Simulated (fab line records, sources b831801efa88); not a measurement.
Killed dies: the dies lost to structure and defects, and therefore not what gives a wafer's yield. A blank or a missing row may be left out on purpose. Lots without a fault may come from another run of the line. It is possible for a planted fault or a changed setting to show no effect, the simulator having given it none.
Which of the tools did it? | flow sky130 | Sampling: 12 lots, 34 wafers, 2 of 708 route steps

WHAT THE GAUGES READ, wafer by wafer
SKY_VT_ADJUST_HVTR_OVL_MEAS_08. Usual: for VT_ADJUST_HVTR_OVL the level is 0.8 nm and the standard deviation is 1.3.
lot  | measured     | on         | VT_ADJUST_HVTR_OVL (nm) | flag
L484 | day 9 18:16  | overlay-02 | -0.7 0.1 0.8            | 
L487 | day 10 13:47 | overlay-02 | 2.7 2.5 2.9             | 
L488 | day 10 23:34 | overlay-02 | 0.4 -0.3                | 
L491 | day 11 23:35 | overlay-01 | -0.5 0.8 -0.2           | 
L492 | day 12 05:16 | overlay-01 | 1.8 1.7                 | 
L496 | day 13 11:07 | overlay-01 | 0.6 -0.1 -0.1           | 
L499 | day 14 10:52 | overlay-02 | 2.4 0.1 1.0             | 
L501 | day 15 00:40 | overlay-02 | 0.5 0.2 3.7             | 
L502 | day 15 11:04 | overlay-01 | -0.1 0.3 1.5            | 
L504 | day 16 00:44 | overlay-02 | -0.5 -0.6 1.1           | 
L505 | day 16 07:34 | overlay-02 | -0.7 2.3 1.1            | 
L506 | day 16 09:20 | overlay-02 | -0.5 0.8 2.5            | 

SKY_VT_ADJUST_PCH_OVL_MEAS_07. Usual: for VT_ADJUST_PCH_OVL the level is 0.3 nm and the standard deviation is 1.6.
lot  | measured     | on         | VT_ADJUST_PCH_OVL (nm) | flag
L484 | day 10 16:19 | overlay-02 | 3.2 2.4 1.3            | 
L487 | day 11 12:28 | overlay-02 | 1.1 1.8 3.1            | 
L488 | day 11 23:59 | overlay-01 | 2.0 -1.2               | 
L491 | day 13 00:08 | overlay-01 | -0.8 0.6 -1.1          | 
L492 | day 13 05:59 | overlay-02 | 1.0 0.8                | 
L496 | day 14 12:10 | overlay-01 | -2.2 -1.0 -2.7         | 
L499 | day 15 14:49 | overlay-01 | 2.0 1.8 2.0            | 
L501 | day 16 03:05 | overlay-01 | 0.4 -0.7 -0.2          | 
L502 | day 16 14:56 | overlay-01 | -0.1 0.8 0.4           | 
L504 | day 17 04:58 | overlay-02 | -1.8 -1.9 -0.3         | 
L505 | day 17 11:29 | overlay-02 | -0.1 2.8 0.9           | 
L506 | day 17 14:01 | overlay-01 | -3.3 -1.1 -1.5         | 

WHAT TOOL EACH LOT RAN ON (gives the tool, then ch and the chambers of the sampled wafers, and finally the start)
No process step before these readings appears in the record.

AS READ BY THE TOOLS THEMSELVES (means over the sampled wafers that have a number; for cases with no such wafer, the mark the record gives instead)
The record holds no such reading with a usual standard deviation.

THE ANSWER, worked out from the rows above alone
Rule: take the mean of a lot's wafers that have a number; if it is more than 3 standard deviations from the usual mean, the lot is off. Also off: a lot with no number at a reading for which 4 or more lots have one. All remaining lots with rows at the step are treated as sound. First the gauges in route order, then the tools' own readings, where a lot's mean is used as printed above. The first step at which some lot is off is used, and at that step the reading that is off furthest; a lot without a number counts as furthest.
Across all readings shown, no lot is off: no conclusion can be drawn from this.

WHAT THE SIMULATOR HAD INSERTED
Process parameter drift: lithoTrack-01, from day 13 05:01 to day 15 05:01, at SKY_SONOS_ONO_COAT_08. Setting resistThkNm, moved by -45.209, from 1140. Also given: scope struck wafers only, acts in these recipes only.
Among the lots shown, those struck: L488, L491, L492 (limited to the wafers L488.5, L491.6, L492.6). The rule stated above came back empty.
